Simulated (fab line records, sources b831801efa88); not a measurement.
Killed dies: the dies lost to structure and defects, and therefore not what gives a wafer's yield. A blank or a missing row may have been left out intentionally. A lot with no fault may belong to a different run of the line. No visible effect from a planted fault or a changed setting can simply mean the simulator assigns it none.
Matching of chambers + flow sky130 + SKY_CAP2M_CVD_00 on pecvd-02 has 3 sister chambers
The step deposits SiO2, target thk 15.5 nm. 14 wafers are shown with their chamber, then 7 later ones without.

== WAFERS WITH THEIR CHAMBER ==
| wafer  | chamber | heaterPowerW (W) |
|--------|---------|------------------|
| L920.4 | 1       | 816              |
| L920.5 | 0       | 664              |
| L920.6 | 2       | 755              |
| L921.1 | 0       | 584              |
| L921.4 | 1       | 826              |
| L921.5 | 0       | 609              |
| L923.1 | 1       | 921              |
| L923.5 | 1       | 910              |
| L923.6 | 2       | 740              |
| L927.2 | 0       | 618              |
| L927.4 | 0       | 593              |
| L927.6 | 1       | 825              |
| L929.3 | 1       | 953              |
| L929.4 | 1       | 942              |

SIGNATURES (averages over the wafers above)
| reading      | chamber 0 | chamber 1 | chamber 2 | scatter within a chamber |
|--------------|-----------|-----------|-----------|--------------------------|
| heaterPowerW | 613.60    | 884.71    | 747.50    | 48.3                     |
Rule: distance of a wafer from a chamber = root of the sum over the readings of ((wafer's reading minus chamber's mean) / reading's scatter) squared. The wafer belongs to the nearest chamber; if the next one is less than 2 further off, it can't be placed. How the scatter is found: for the shown wafers, subtract from each reading the mean of its chamber, square and add these, divide the total by (wafers less chambers), then take the root.

== WAFERS WITHOUT THEIR CHAMBER ==
| wafer  | heaterPowerW (W) |
|--------|------------------|
| L929.5 | 834              |
| L933.3 | 819              |
| L933.4 | 583              |
| L933.5 | 798              |
| L936.2 | 656              |
| L936.3 | 836              |
| L936.5 | 823              |

== WHICH CHAMBER EACH ONE RAN IN ==
| wafer  | from the rows above     | in truth |
|--------|-------------------------|----------|
| L929.5 | can't be placed: 1 or 2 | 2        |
| L933.3 | can't be placed: 1 or 2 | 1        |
| L933.4 | 0                       | 0        |
| L933.5 | can't be placed: 2 or 1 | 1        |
| L936.2 | can't be placed: 0 or 2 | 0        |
| L936.3 | can't be placed: 1 or 2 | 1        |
| L936.5 | can't be placed: 1 or 2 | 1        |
1 of 7 placed correctly. Not placeable from these rows: 6 (in 6, the candidates include the true chamber). Placed wrongly: 0.
